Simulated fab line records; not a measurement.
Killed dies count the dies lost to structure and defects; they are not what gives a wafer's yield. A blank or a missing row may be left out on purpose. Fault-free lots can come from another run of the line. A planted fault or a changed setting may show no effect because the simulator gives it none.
Comparing a struck lot with a sound one -- flow sky130 -- 43 steps out of a route of 708
Sound: wafers L975.1, L975.2, L975.5. Struck: wafer L976.3 (left out: L976.2, L976.4 of the same lot, which were not struck); the cause appears at the end.
Order at every step that has rows: each side's tool, ch and its chambers, its first start. Under that, the readings that differ: sound wafers -- struck wafers -- difference of the means -- sigmas: that difference in standard deviations of wafers without a fault.
alike: same words and numbers on both sides, and readings whose means sit less than 2 such deviations apart. not compared: any withheld reading, any reading some wafer has no value for, any bound like >300 that may hide the same value, and any number with overlapping values for which the record gives no deviation.
The two part at a step that has a row with sigmas, a row that says differs or no value, or rows on one side only. Numbers that don't overlap but have no deviation are shown without sigmas and don't part them. A reading missing from all wafers of one side parts the sides only when that side holds two or more wafers.

first, 3 steps without rows for these wafers: SKY_VIA4_STRIP_14 (strips in post etch residue remover, time 1200 s); SKY_VIA4_CLEAN_15 (cleans in IPA, time 180 s); SKY_VIA4_CLEAN_16 (cleans in O3/DIW).
SKY_VIA4_SPUTTER_17: material TiN, target thk 20 nm, time 80 s.
  sound on pvdSputter-03, day 44 13:41; struck on pvdSputter-03, day 44 22:37
  alike: throttleValvePct
then, 1 step without rows for these wafers: SKY_VIA4_CVD_18 (deposits W, target thk 505 nm, time 152.14 s).
SKY_VIA4_RS_MEAS_19: a four-point-probe measurement.
  sound on filmMetro-02, day 44 13:53; struck on filmMetro-02, day 44 22:50
  alike: VIA4_W_RS
SKY_VIA4_THK_MEAS_20: measures by xrf.
  sound on filmMetro-02, day 44 14:01; struck on filmMetro-02, day 44 22:57
  alike: VIA4_W_THK
then, 4 steps without rows for these wafers: SKY_VIA4_CMP_21 (polishes, stops on SiO2, t overpolish 25 s, target thk 0 nm); SKY_METAL5_SPUTTER_00 (material Ti, target thk 15 nm, time 10 s); SKY_METAL5_SPUTTER_01 (material TiN, target thk 20 nm, time 16.7 s); SKY_METAL5_SPUTTER_02 (material AlCu, target thk 1150 nm, time 61.2 s).
SKY_METAL5_SPUTTER_03: material Ti, target thk 5 nm, time 3.3 s.
  sound on pvdSputter-01, day 44 14:28; struck on pvdSputter-01, day 44 23:24
  alike: throttleValvePct
SKY_METAL5_SPUTTER_04: material TiN, target thk 70 nm, time 58.3 s.
  sound on pvdSputter-01, day 44 14:29; struck on pvdSputter-01, day 44 23:25
  alike: throttleValvePct
SKY_METAL5_RS_MEAS_05: a four-point-probe measurement.
  sound on filmMetro-02, day 44 14:32; struck on filmMetro-03, day 44 23:29
  alike: METAL5_ALCU_RS
SKY_METAL5_THK_MEAS_06: measures by xrf.
  sound on filmMetro-02, day 44 14:40; struck on filmMetro-03, day 44 23:36
  alike: METAL5_ALCU_THK
then, 7 steps without rows for these wafers: SKY_METAL5_DEHYDRATE_07 (time 60 s); SKY_METAL5_HMDS_08 (prime time 60 s); SKY_METAL5_COAT_09 (resist thk 1800 nm); SKY_METAL5_SOFTBAKE_10 (time 60 s); SKY_METAL5_EXPOSE_11 (exposes mask MM5, target cd 1600 nm); SKY_METAL5_PEB_12; SKY_METAL5_DEVELOP_13 (develop time 60 s).
SKY_METAL5_DESCUM_14: chemistry O2, time 11 s.
  sound on rieMetal-02 ch 0,1, day 45 12:46; struck on rieMetal-03 ch 0, day 45 20:52
  alike: drypumpMotorCurrentA, heBacksideLeakSccm, oesProductAu
  not compared: rfHoursCounterH
then, 5 steps without rows for these wafers: SKY_METAL5_METAL_ETCH_15 (etches the open film in Cl2/BCl3, stops on SiO2, target depth 1260 nm, time 252 s); SKY_METAL5_STRIP_16 (strips in O2/N2); SKY_METAL5_STRIP_17 (strips in post etch residue remover, time 1200 s); SKY_METAL5_CLEAN_18 (cleans in IPA, time 180 s); SKY_METAL5_CLEAN_19 (cleans in O3/DIW).
SKY_PASSIVATION_CVD_00: deposits SiO2, target thk 90 nm.
  sound on pecvd-02 ch 1,2, day 45 14:13; struck on pecvd-02 ch 1, day 45 21:48
reading,sound,struck,difference,sigmas
susceptorTempC (C),400.46 399.83 400.72,399.58,-0.76,-3
  alike: heaterPowerW
SKY_PASSIVATION_THK_MEAS_01:
  sound on filmMetro-03, day 45 14:14; struck on filmMetro-04, day 45 21:50
  alike: PASSIVATION_CVD_00_THK
SKY_PASSIVATION_CVD_02: deposits Si3N4, target thk 540 nm.
  sound on pecvd-03 ch 0,1,2, day 45 14:17; struck on pecvd-03 ch 2, day 45 21:53
  alike: heaterPowerW, susceptorTempC
SKY_PASSIVATION_THK_MEAS_03:
  sound on filmMetro-01, day 45 14:31; struck on filmMetro-01, day 45 22:07
  alike: PASSIVATION_CVD_02_THK
then, 10 steps without rows for these wafers: SKY_PASSIVATION_DEHYDRATE_04 (time 60 s); SKY_PASSIVATION_HMDS_05 (prime time 60 s); SKY_PASSIVATION_COAT_06 (resist thk 3000 nm); SKY_PASSIVATION_SOFTBAKE_07; SKY_PASSIVATION_EXPOSE_08 (exposes mask NSM, target cd 3000 nm); SKY_PASSIVATION_PEB_09; SKY_PASSIVATION_DEVELOP_10 (develop time 60 s); SKY_PASSIVATION_ETCH_11 (etches the open film in CF4/O2, stops on AlCu, target depth 725 nm, time 161.1 s); SKY_PASSIVATION_STRIP_12 (strips in O2/N2); SKY_PAD_OPEN_DEHYDRATE_00 (time 60 s).
SKY_PAD_OPEN_PROBE_99:
  sound on prober-01, day 47 10:38; struck on prober-02, day 47 16:53
reading,sound,struck,difference,sigmas
defectLimitedYield (%),83.5 81.3 83.3,71.1,-11.6,-7
killed_at_M4_up,4 1 2,62,+60,+31
killedDies,81 92 82,142,+57,+7
sort_bin_3_pad_short (%),0.8 1.8 0.8,3.5,+2.4,+5
sort_bin_5_function (%),11.0 10.2 10.0,17.7,+7.3,+5
sortNPass,411 400 410,350,-57,-7
sortYieldPct (%),83.5 81.3 83.3,71.1,-11.6,-7
model.etest.tester.sortNPass,411 400 410,350,-57,
model.etest.tester.sortYieldPct (%),83.54 81.3 83.33,71.14,-11.58,
model.etest.tester.sort_bin_5_pct (%),10.98 10.16 9.959,17.68,+7.31,
model.etest.tester.sort_bin_3_pct (%),0.813 1.829 0.813,3.455,+2.303,
  alike: killed_at_M0_to_M3, killedAtContacts, killedAtFrontEnd, killedAtOther, killedOpen, killedShort, sort_bin_6_memory

## WHERE THEY PART
At SKY_PASSIVATION_CVD_00 first; at SKY_PAD_OPEN_PROBE_99 last (within this record only).

WHY: what had been put in by the simulator
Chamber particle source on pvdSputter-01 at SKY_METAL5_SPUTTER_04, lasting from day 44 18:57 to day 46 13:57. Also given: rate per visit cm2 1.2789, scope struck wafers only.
